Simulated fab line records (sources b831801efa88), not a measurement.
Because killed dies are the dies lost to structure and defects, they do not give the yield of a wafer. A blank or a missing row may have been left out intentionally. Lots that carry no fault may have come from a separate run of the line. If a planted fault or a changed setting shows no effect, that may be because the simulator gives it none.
What tool caused it? || flow gf180mcu || 15 lots, 45 wafers sampled, at 5 steps of a route of 602

== WHAT THE GAUGES SHOWED, per wafer ==
GF_CONTACT_BOW_MEAS_05. Usual: CONTACT_BOW typically reads 65 um, with standard deviation 6.7.
{"lot": "L279", "measured": "day 16 05:46", "on": "film metro-01", "CONTACT_BOW (um)": "65 65 64", "flag": ""}
{"lot": "L282", "measured": "day 17 10:38", "on": "film metro-04", "CONTACT_BOW (um)": "62 59 54", "flag": ""}
{"lot": "L284", "measured": "day 18 02:43", "on": "film metro-01", "CONTACT_BOW (um)": "70 70 64", "flag": ""}
{"lot": "L285", "measured": "day 18 09:26", "on": "film metro-02", "CONTACT_BOW (um)": "66 59 64", "flag": ""}
{"lot": "L286", "measured": "day 18 21:22", "on": "film metro-04", "CONTACT_BOW (um)": "70 74 68", "flag": ""}
{"lot": "L288", "measured": "day 19 14:14", "on": "film metro-02", "CONTACT_BOW (um)": "50 67 68", "flag": ""}
{"lot": "L289", "measured": "day 20 02:15", "on": "film metro-02", "CONTACT_BOW (um)": "69 82 73", "flag": ""}
{"lot": "L290", "measured": "day 20 06:07", "on": "film metro-04", "CONTACT_BOW (um)": "74 67 54", "flag": ""}
{"lot": "L291", "measured": "day 20 18:29", "on": "film metro-01", "CONTACT_BOW (um)": "70 54 61", "flag": ""}
{"lot": "L293", "measured": "day 21 12:43", "on": "film metro-04", "CONTACT_BOW (um)": "55 62 64", "flag": ""}
{"lot": "L294", "measured": "day 21 17:55", "on": "film metro-02", "CONTACT_BOW (um)": "71 49 56", "flag": ""}
{"lot": "L296", "measured": "day 22 10:56", "on": "film metro-02", "CONTACT_BOW (um)": "55 61 47", "flag": ""}
{"lot": "L297", "measured": "day 22 16:28", "on": "film metro-02", "CONTACT_BOW (um)": "71 70 69", "flag": ""}
{"lot": "L298", "measured": "day 22 20:34", "on": "film metro-01", "CONTACT_BOW (um)": "67 70 67", "flag": ""}
{"lot": "L299", "measured": "day 23 09:55", "on": "film metro-02", "CONTACT_BOW (um)": "67 62 73", "flag": ""}

GF_CONTACT_OVL_MEAS_15. Usual: CONTACT_OVL typically reads 0 nm, with standard deviation 4.6.
{"lot": "L279", "measured": "day 17 04:16", "on": "overlay-01", "CONTACT_OVL (nm)": "-7 -7 -2", "flag": ""}
{"lot": "L282", "measured": "day 18 09:53", "on": "overlay-02", "CONTACT_OVL (nm)": "-5 0 -3", "flag": ""}
{"lot": "L284", "measured": "day 19 02:11", "on": "overlay-01", "CONTACT_OVL (nm)": "5 8 -7", "flag": ""}
{"lot": "L285", "measured": "day 19 09:49", "on": "overlay-02", "CONTACT_OVL (nm)": "-1 -3 5", "flag": ""}
{"lot": "L286", "measured": "day 19 21:24", "on": "overlay-01", "CONTACT_OVL (nm)": "-2 -2 -5", "flag": ""}
{"lot": "L288", "measured": "day 20 15:13", "on": "overlay-02", "CONTACT_OVL (nm)": "-2 10 9", "flag": ""}
{"lot": "L289", "measured": "day 21 02:23", "on": "overlay-02", "CONTACT_OVL (nm)": "-12 -12 0", "flag": ""}
{"lot": "L290", "measured": "day 21 05:46", "on": "overlay-01", "CONTACT_OVL (nm)": "4 4 1", "flag": ""}
{"lot": "L291", "measured": "day 21 18:07", "on": "overlay-01", "CONTACT_OVL (nm)": "2 6 0", "flag": ""}
{"lot": "L293", "measured": "day 22 12:38", "on": "overlay-01", "CONTACT_OVL (nm)": "-2 1 3", "flag": ""}
{"lot": "L294", "measured": "day 22 17:25", "on": "overlay-01", "CONTACT_OVL (nm)": "-2 1 -12", "flag": ""}
{"lot": "L296", "measured": "day 23 09:40", "on": "overlay-02", "CONTACT_OVL (nm)": "-3 -1 1", "flag": ""}
{"lot": "L297", "measured": "day 23 15:44", "on": "overlay-01", "CONTACT_OVL (nm)": "1 -1 6", "flag": ""}
{"lot": "L298", "measured": "day 23 19:50", "on": "overlay-01", "CONTACT_OVL (nm)": "-4 -5 -5", "flag": ""}
{"lot": "L299", "measured": "day 24 09:08", "on": "overlay-02", "CONTACT_OVL (nm)": "2 0 6", "flag": ""}

GF_V1_BOW_MEAS_05. Usual: V1_BOW typically reads 83 um, with standard deviation 7.6.
{"lot": "L279", "measured": "day 18 06:58", "on": "film metro-03", "V1_BOW (um)": "88 87 89", "flag": ""}
{"lot": "L282", "measured": "day 19 12:28", "on": "film metro-03", "V1_BOW (um)": "81 79 73", "flag": ""}
{"lot": "L284", "measured": "day 20 05:16", "on": "film metro-04", "V1_BOW (um)": "58 60 54", "flag": "OFF"}
{"lot": "L285", "measured": "day 20 13:31", "on": "film metro-04", "V1_BOW (um)": "53 47 51", "flag": "OFF"}
{"lot": "L286", "measured": "day 20 23:46", "on": "film metro-04", "V1_BOW (um)": "58 63 56", "flag": "OFF"}
{"lot": "L288", "measured": "day 21 17:29", "on": "film metro-04", "V1_BOW (um)": "68 85 84", "flag": ""}
{"lot": "L289", "measured": "day 22 05:05", "on": "film metro-04", "V1_BOW (um)": "86 98 89", "flag": ""}
{"lot": "L290", "measured": "day 22 07:36", "on": "film metro-02", "V1_BOW (um)": "89 83 69", "flag": ""}
{"lot": "L291", "measured": "day 22 20:18", "on": "film metro-04", "V1_BOW (um)": "90 75 80", "flag": ""}
{"lot": "L293", "measured": "day 23 14:15", "on": "film metro-04", "V1_BOW (um)": "68 76 78", "flag": ""}
{"lot": "L294", "measured": "day 23 18:41", "on": "film metro-04", "V1_BOW (um)": "86 67 70", "flag": ""}
{"lot": "L296", "measured": "day 24 10:41", "on": "film metro-02", "V1_BOW (um)": "71 77 62", "flag": ""}
{"lot": "L297", "measured": "day 24 16:20", "on": "film metro-04", "V1_BOW (um)": "88 86 88", "flag": ""}
{"lot": "L298", "measured": "day 24 21:14", "on": "film metro-03", "V1_BOW (um)": "89 94 88", "flag": ""}
{"lot": "L299", "measured": "day 25 09:28", "on": "film metro-02", "V1_BOW (um)": "81 73 85", "flag": ""}

== TOOL THAT RAN EACH LOT (tool first, then ch and the chambers of the sampled wafers, then the start) ==
{"lot": "L279", "GF_CONTACT_SPUTTER_22": "pvd sputter-03, day 17 04:46", "GF_V1_CVD_00": "hdpcvd-01 ch 0,1,2, day 18 06:22"}
{"lot": "L282", "GF_CONTACT_SPUTTER_22": "pvd sputter-01, day 18 10:24", "GF_V1_CVD_00": "hdpcvd-02 ch 0,1,2, day 19 11:53"}
{"lot": "L284", "GF_CONTACT_SPUTTER_22": "pvd sputter-03, day 19 02:40", "GF_V1_CVD_00": "hdpcvd-01 ch 0,1,2, day 20 04:36"}
{"lot": "L285", "GF_CONTACT_SPUTTER_22": "pvd sputter-02, day 19 10:19", "GF_V1_CVD_00": "hdpcvd-02 ch 0,1,2, day 20 12:58"}
{"lot": "L286", "GF_CONTACT_SPUTTER_22": "pvd sputter-01, day 19 21:54", "GF_V1_CVD_00": "hdpcvd-01 ch 0,2, day 20 23:13"}
{"lot": "L288", "GF_CONTACT_SPUTTER_22": "pvd sputter-03, day 20 15:43", "GF_V1_CVD_00": "hdpcvd-02 ch 1,2, day 21 16:54"}
{"lot": "L289", "GF_CONTACT_SPUTTER_22": "pvd sputter-02, day 21 02:52", "GF_V1_CVD_00": "hdpcvd-01 ch 0,1,2, day 22 04:30"}
{"lot": "L290", "GF_CONTACT_SPUTTER_22": "pvd sputter-02, day 21 06:16", "GF_V1_CVD_00": "hdpcvd-01 ch 0,1,2, day 22 06:54"}
{"lot": "L291", "GF_CONTACT_SPUTTER_22": "pvd sputter-01, day 21 18:37", "GF_V1_CVD_00": "hdpcvd-02 ch 1,2, day 22 19:43"}
{"lot": "L293", "GF_CONTACT_SPUTTER_22": "pvd sputter-03, day 22 13:08", "GF_V1_CVD_00": "hdpcvd-02 ch 0,1, day 23 13:39"}
{"lot": "L294", "GF_CONTACT_SPUTTER_22": "pvd sputter-03, day 22 17:55", "GF_V1_CVD_00": "hdpcvd-02 ch 0,1, day 23 18:03"}
{"lot": "L296", "GF_CONTACT_SPUTTER_22": "pvd sputter-03, day 23 10:10", "GF_V1_CVD_00": "hdpcvd-01 ch 0,1, day 24 10:07"}
{"lot": "L297", "GF_CONTACT_SPUTTER_22": "pvd sputter-03, day 23 16:14", "GF_V1_CVD_00": "hdpcvd-01 ch 1,2, day 24 15:46"}
{"lot": "L298", "GF_CONTACT_SPUTTER_22": "pvd sputter-01, day 23 20:20", "GF_V1_CVD_00": "hdpcvd-01 ch 0,2, day 24 20:40"}
{"lot": "L299", "GF_CONTACT_SPUTTER_22": "pvd sputter-02, day 24 09:38", "GF_V1_CVD_00": "hdpcvd-02 ch 0,1,2, day 25 08:55"}
- GF_CONTACT_SPUTTER_22: material Ti, target thk 15 nm, time 80.02 s.
- GF_V1_CVD_00: deposits SiO2, target thk 600 nm, time 100 s.

== AS READ BY THE TOOLS THEMSELVES (means over the sampled wafers that have a number; for cases with no such wafer, the mark the record gives instead) ==
GF_CONTACT_SPUTTER_22. Usual: substrate temp c 200.01 C, standard deviation 0.18; throttle valve pct 29.6 %, standard deviation 1.1.
{"lot": "L279", "tool": "pvd sputter-03", "substrate temp c (C)": 200.20, "throttle valve pct (%)": 28.6, "flag": ""}
{"lot": "L282", "tool": "pvd sputter-01", "substrate temp c (C)": 200.05, "throttle valve pct (%)": 29.6, "flag": ""}
{"lot": "L284", "tool": "pvd sputter-03", "substrate temp c (C)": 200.07, "throttle valve pct (%)": 29.1, "flag": ""}
{"lot": "L285", "tool": "pvd sputter-02", "substrate temp c (C)": 199.87, "throttle valve pct (%)": 30.5, "flag": ""}
{"lot": "L286", "tool": "pvd sputter-01", "substrate temp c (C)": 199.78, "throttle valve pct (%)": 29.3, "flag": ""}
{"lot": "L288", "tool": "pvd sputter-03", "substrate temp c (C)": 200.07, "throttle valve pct (%)": 28.4, "flag": ""}
{"lot": "L289", "tool": "pvd sputter-02", "substrate temp c (C)": 200.04, "throttle valve pct (%)": 30.7, "flag": ""}
{"lot": "L290", "tool": "pvd sputter-02", "substrate temp c (C)": 200.09, "throttle valve pct (%)": 31.3, "flag": ""}
{"lot": "L291", "tool": "pvd sputter-01", "substrate temp c (C)": 200.03, "throttle valve pct (%)": 30.3, "flag": ""}
{"lot": "L293", "tool": "pvd sputter-03", "substrate temp c (C)": 199.99, "throttle valve pct (%)": 29.2, "flag": ""}
{"lot": "L294", "tool": "pvd sputter-03", "substrate temp c (C)": 200.00, "throttle valve pct (%)": 28.5, "flag": ""}
{"lot": "L296", "tool": "pvd sputter-03", "substrate temp c (C)": 200.00, "throttle valve pct (%)": 29.4, "flag": ""}
{"lot": "L297", "tool": "pvd sputter-03", "substrate temp c (C)": 199.94, "throttle valve pct (%)": 28.9, "flag": ""}
{"lot": "L298", "tool": "pvd sputter-01", "substrate temp c (C)": 199.94, "throttle valve pct (%)": 30.6, "flag": ""}
{"lot": "L299", "tool": "pvd sputter-02", "substrate temp c (C)": 199.98, "throttle valve pct (%)": 30.7, "flag": ""}

GF_V1_CVD_00. Usual: pressure mtorr 6.000 mTorr, standard deviation 0.011; run length s 127.8 s, standard deviation 0.36.
{"lot": "L279", "tool": "hdpcvd-01", "pressure mtorr (mTorr)": 6.007, "run length s (s)": 128.0, "flag": ""}
{"lot": "L282", "tool": "hdpcvd-02", "pressure mtorr (mTorr)": 6.004, "run length s (s)": 128.0, "flag": ""}
{"lot": "L284", "tool": "hdpcvd-01", "pressure mtorr (mTorr)": "-", "run length s (s)": "-", "flag": "OFF"}
{"lot": "L285", "tool": "hdpcvd-02", "pressure mtorr (mTorr)": "-", "run length s (s)": "-", "flag": "OFF"}
{"lot": "L286", "tool": "hdpcvd-01", "pressure mtorr (mTorr)": "-", "run length s (s)": "-", "flag": "OFF"}
{"lot": "L288", "tool": "hdpcvd-02", "pressure mtorr (mTorr)": 5.995, "run length s (s)": 128.2, "flag": ""}
{"lot": "L289", "tool": "hdpcvd-01", "pressure mtorr (mTorr)": 5.993, "run length s (s)": 127.7, "flag": ""}
{"lot": "L290", "tool": "hdpcvd-01", "pressure mtorr (mTorr)": 6.003, "run length s (s)": 127.7, "flag": ""}
{"lot": "L291", "tool": "hdpcvd-02", "pressure mtorr (mTorr)": 6.012, "run length s (s)": 128.0, "flag": ""}
{"lot": "L293", "tool": "hdpcvd-02", "pressure mtorr (mTorr)": 6.006, "run length s (s)": 128.0, "flag": ""}
{"lot": "L294", "tool": "hdpcvd-02", "pressure mtorr (mTorr)": 5.993, "run length s (s)": 127.7, "flag": ""}
{"lot": "L296", "tool": "hdpcvd-01", "pressure mtorr (mTorr)": 6.012, "run length s (s)": 127.9, "flag": ""}
{"lot": "L297", "tool": "hdpcvd-01", "pressure mtorr (mTorr)": 6.001, "run length s (s)": 128.1, "flag": ""}
{"lot": "L298", "tool": "hdpcvd-01", "pressure mtorr (mTorr)": 5.984, "run length s (s)": 127.7, "flag": ""}
{"lot": "L299", "tool": "hdpcvd-02", "pressure mtorr (mTorr)": 6.009, "run length s (s)": 127.6, "flag": ""}

== THE ANSWER, worked out from the rows above alone ==
Rule: a lot is off if the mean of its wafers that have a number lies more than 3 standard deviations from the usual mean. A lot without any number at a reading at which 4 lots or more have one is off too. The other lots that the step has rows for count as sound. After the gauges, taken in route order, come the tools' own readings; for these a lot's mean is taken, as printed above. At the first step where some lot is off, the reading lying furthest off is the one used; lots without a number count as furthest.
Off: L284, L285, L286, at GF_V1_BOW_MEAS_05 (V1_BOW).
A tool fits if, at a process step before that reading, it ran every lot that is off, and no sound lot after the first of them. The gauges at GF_V1_BOW_MEAS_05 aren't tried: what is off there is off at GF_V1_CVD_00 too, on other tools, and a gauge's error can't cause that. Not one of the candidates tried fits.

== WHAT WAS PUT IN BY THE SIMULATOR ==
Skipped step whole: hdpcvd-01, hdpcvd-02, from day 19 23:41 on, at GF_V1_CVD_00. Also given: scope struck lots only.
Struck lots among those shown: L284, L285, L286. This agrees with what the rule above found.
